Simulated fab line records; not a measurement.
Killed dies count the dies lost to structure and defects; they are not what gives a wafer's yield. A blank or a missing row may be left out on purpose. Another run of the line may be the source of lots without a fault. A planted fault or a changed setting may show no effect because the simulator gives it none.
The tool behind it: which one? | flow sky130 | 11 lots with 33 wafers sampled at 2 steps, on a route of 708 steps

== WHAT THE GAUGES READ, wafer by wafer ==
SKY_VT_ADJUST_HVTR_TW_MEAS_11.
lot  | measured     | on            | VT_ADJUST_HVTR_TW
L521 | day 9 17:45  | film-metro-03 | 211.1 212.2 211.5
L523 | day 10 05:12 | film-metro-02 | 209.0 208.7 208.8
L525 | day 10 19:58 | film-metro-01 | 210.1 210.1 210.6
L528 | day 11 21:13 | film-metro-01 | 209.8 209.6 209.4
L533 | day 13 12:30 | film-metro-01 | 182.2 183.7 183.0 182.8 183.2 182.9
L534 | day 13 14:46 | film-metro-02 | 183.5 183.2 183.0 184.5 182.7 183.2
L537 | day 14 22:46 | film-metro-03 | 209.7 210.0 211.0
L539 | day 15 05:21 | film-metro-01 | 208.6 208.3 210.0
L540 | day 15 13:05 | film-metro-03 | 210.8 210.4 211.1
L541 | day 15 23:25 | film-metro-01 | 209.5 211.5 209.1
L543 | day 16 15:30 | film-metro-03 | 211.0 211.7 211.7

== TOOL THAT RAN EACH LOT (tool first, then ch and the chambers of the sampled wafers, then the start) ==
lot  | SKY_VT_ADJUST_HVTR_IMPLANT_09
L521 | implanter-01 ch 0, day 9 17:30
L523 | implanter-02 ch 0, day 10 04:57
L525 | implanter-04 ch 0, day 10 19:45
L528 | implanter-04 ch 0, day 11 20:59
L533 | implanter-02 ch 0, day 13 12:15
L534 | implanter-02 ch 0, day 13 14:33
L537 | implanter-04 ch 0, day 14 22:33
L539 | implanter-01 ch 0, day 15 05:07
L540 | implanter-04 ch 0, day 15 12:50
L541 | implanter-01 ch 0, day 15 23:10
L543 | implanter-02 ch 0, day 16 15:15
- SKY_VT_ADJUST_HVTR_IMPLANT_09

== THE ANSWER, worked out from the rows above alone ==
Rule: what is usual is taken from the lots themselves. The widest of any qualifying gaps counts: lots, ordered by their means at a reading, are off when they make up no more than a third of the lots, leave a main group of 4 or more, and stand apart from it by 3 or more times the standard deviation of that group's means. The tables above print the reading to a certain number of digits; a main group whose means all agree to those digits is not used. Also off: a lot with no number at a reading for which 4 or more lots have one. All remaining lots with rows at the step are treated as sound.
Off: L533, L534, seen at SKY_VT_ADJUST_HVTR_TW_MEAS_11 (VT_ADJUST_HVTR_TW). The main group has a mean of 210.2 with a standard deviation of 0.92.
If a tool, at a process step before that reading, ran all the lots that are off and no sound lot after the first of them, it fits. The gauges at SKY_VT_ADJUST_HVTR_TW_MEAS_11 are tried like those tools. No candidate that was tried fits.

== WHAT THE SIMULATOR PUT IN ==
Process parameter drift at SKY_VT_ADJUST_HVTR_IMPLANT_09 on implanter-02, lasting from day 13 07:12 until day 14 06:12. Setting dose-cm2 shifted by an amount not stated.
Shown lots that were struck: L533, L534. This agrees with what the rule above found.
